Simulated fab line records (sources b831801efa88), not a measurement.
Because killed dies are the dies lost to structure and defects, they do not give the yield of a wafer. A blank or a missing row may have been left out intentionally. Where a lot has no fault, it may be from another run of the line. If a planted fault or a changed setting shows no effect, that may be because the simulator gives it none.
Which tool is to blame? -- flow gf180mcu -- 36 wafers from 12 lots sampled at 5 of the route's 602 steps

== WHAT THE GAUGES SHOWED, per wafer ==
GF_V1_THK_MEAS_01.
lot,measured,on,V1_CVD_00_THK (nm)
L140,day 17 03:57,film metro-04,591 594 592
L141,day 17 15:42,film metro-03,595 602 602
L142,day 17 21:23,film metro-03,610 612 617
L144,day 18 18:32,film metro-03,592 595 599
L145,day 19 06:02,film metro-03,595 604 599
L146,day 19 19:14,film metro-03,592 598 595
L147,day 20 17:41,film metro-03,597 603 596
L150,day 21 21:46,film metro-02,473 473 472
L153,day 22 21:38,film metro-04,483 481 483
L158,day 24 09:58,film metro-03,608 598 603
L160,day 24 14:04,film metro-02,608 611 607
L162,day 25 06:51,film metro-03,601 600 592

GF_V2_THK_MEAS_01.
lot,measured,on,V2_CVD_00_THK (nm)
L140,day 19 05:05,film metro-02,590 590 599
L141,day 19 18:40,film metro-01,609 606 612
L142,day 20 00:48,film metro-02,610 614 609
L144,day 20 22:43,film metro-01,610 600 600
L145,day 21 09:08,film metro-02,604 596 596
L146,day 21 22:31,film metro-02,608 596 596
L147,day 22 20:28,film metro-04,603 603 599
L150,day 23 22:49,film metro-01,595 593 591
L153,day 24 21:38,film metro-01,591 596 591
L158,day 26 08:33,film metro-01,609 605 607
L160,day 26 13:08,film metro-02,600 594 599
L162,day 27 03:24,film metro-01,591 589 592

== TOOL THAT RAN EACH LOT (tool first, then ch and the chambers of the sampled wafers, then the start) ==
lot,GF_PSD_RTA_13,GF_V1_CVD_00,GF_M2_STRIP_17
L140,"rtp anneal-02 ch 0, day 14 07:35","hdpcvd-01 ch 0,1, day 17 03:52","plasma asher-01 ch 0,1, day 19 04:28"
L141,"rtp anneal-01 ch 0, day 14 16:05","hdpcvd-01 ch 0,1,2, day 17 15:36","plasma asher-02 ch 0,1, day 19 18:04"
L142,"rtp anneal-02 ch 0, day 14 22:35","hdpcvd-02 ch 0,1, day 17 21:18","plasma asher-01 ch 0,1, day 20 00:12"
L144,"rtp anneal-01 ch 0, day 15 16:54","hdpcvd-01 ch 0,1, day 18 18:27","plasma asher-02 ch 0,1, day 20 22:06"
L145,"rtp anneal-02 ch 0, day 16 04:58","hdpcvd-01 ch 1,2, day 19 05:57","plasma asher-01 ch 0,1, day 21 08:32"
L146,"rtp anneal-02 ch 0, day 16 16:20","hdpcvd-01 ch 0,1, day 19 19:10","plasma asher-03 ch 1, day 21 21:54"
L147,"rtp anneal-01 ch 0, day 17 13:13","hdpcvd-01 ch 0,1, day 20 17:35","plasma asher-02 ch 0,1, day 22 19:52"
L150,"rtp anneal-02 ch 0, day 18 17:19","hdpcvd-01 ch 1,2, day 21 21:40","plasma asher-02 ch 0,1, day 23 22:13"
L153,"rtp anneal-01 ch 0, day 19 18:25","hdpcvd-01 ch 1,2, day 22 21:32","plasma asher-01 ch 0,1, day 24 20:58"
L158,"rtp anneal-01 ch 0, day 21 09:14","hdpcvd-02 ch 0,1, day 24 09:54","plasma asher-02 ch 0,1, day 26 07:53"
L160,"rtp anneal-01 ch 0, day 21 13:52","hdpcvd-02 ch 0,2, day 24 13:59","plasma asher-01 ch 0,1, day 26 12:28"
L162,"rtp anneal-02 ch 0, day 22 06:08","hdpcvd-01 ch 0,1, day 25 06:46","plasma asher-02 ch 0,1, day 27 02:47"
- GF_PSD_RTA_13: time 20 s.
- GF_V1_CVD_00: deposits SiO2, target thk 600 nm, time 100 s.
- GF_M2_STRIP_17: strips in O2/N2.

== AS READ BY THE TOOLS THEMSELVES (means over the sampled wafers that have a number; for cases with no such wafer, the mark the record gives instead) ==
GF_PSD_RTA_13.
lot,tool,lamp power pct (%),wafer_temp_C_max
L140,rtp anneal-02,34.5,1028.0
L141,rtp anneal-01,33.0,1033.2
L142,rtp anneal-02,34.6,1027.8
L144,rtp anneal-01,33.0,1033.1
L145,rtp anneal-02,34.6,1028.6
L146,rtp anneal-02,34.6,1028.0
L147,rtp anneal-01,33.0,1033.6
L150,rtp anneal-02,34.6,1028.7
L153,rtp anneal-01,33.0,1033.0
L158,rtp anneal-01,33.0,1033.2
L160,rtp anneal-01,33.0,1032.1
L162,rtp anneal-02,34.5,1028.1

GF_V1_CVD_00.
lot,tool,sih4 flow sccm (sccm)
L140,hdpcvd-01,59.96
L141,hdpcvd-01,60.14
L142,hdpcvd-02,59.97
L144,hdpcvd-01,59.98
L145,hdpcvd-01,59.90
L146,hdpcvd-01,60.03
L147,hdpcvd-01,60.00
L150,hdpcvd-01,48.16
L153,hdpcvd-01,47.98
L158,hdpcvd-02,60.08
L160,hdpcvd-02,59.84
L162,hdpcvd-01,59.96

GF_M2_STRIP_17.
lot,tool,drypump motor current A (A),heater power w (W),o2 flow sccm (sccm),oes product au (a.u.),strip time to endpoint s (s)
L140,plasma asher-01,5.9,376,3001,0.546,7.66
L141,plasma asher-02,5.8,359,2997,0.554,7.66
L142,plasma asher-01,6.2,378,2998,0.553,7.72
L144,plasma asher-02,5.5,364,2999,0.551,7.70
L145,plasma asher-01,6.0,375,3007,0.550,7.71
L146,plasma asher-03,6.2,346,2993,0.549,7.67
L147,plasma asher-02,5.5,366,2997,0.549,7.68
L150,plasma asher-02,5.8,360,2982,0.550,7.71
L153,plasma asher-01,6.2,379,3005,0.552,7.71
L158,plasma asher-02,5.5,353,2995,0.551,7.74
L160,plasma asher-01,6.0,378,3010,0.551,7.69
L162,plasma asher-02,5.7,361,2995,0.551,7.68

== THE ANSWER, worked out from the rows above alone ==
Rule: the usual values come from the lots themselves. The widest of any qualifying gaps counts: lots, ordered by their means at a reading, are off when they make up no more than a third of the lots, leave a main group of 4 or more, and stand apart from it by 3 or more times the standard deviation of that group's means. Not used: any main group whose means are identical at the precision the tables above print for the reading. Also off: a lot with no number at a reading for which 4 or more lots have one. Where the step has rows for the other lots, those lots are counted as sound. First the gauges in route order, then the tools' own readings, where a lot's mean is used as printed above. At the first step where some lot is off, the reading lying furthest off is the one used; lots without a number count as furthest.
Off: at GF_V1_THK_MEAS_01 (V1_CVD_00_THK), L150, L153. Mean 600 nm and standard deviation 6 in the main group.
If a tool, at a process step before that reading, ran all the lots that are off and no sound lot after the first of them, it fits. The gauges at GF_V1_THK_MEAS_01 aren't tried: what is off there is off at GF_V1_CVD_00 too, on other tools, and a gauge's error can't cause that. None of those tried fits.

== WHAT THE SIMULATOR HAD INSERTED ==
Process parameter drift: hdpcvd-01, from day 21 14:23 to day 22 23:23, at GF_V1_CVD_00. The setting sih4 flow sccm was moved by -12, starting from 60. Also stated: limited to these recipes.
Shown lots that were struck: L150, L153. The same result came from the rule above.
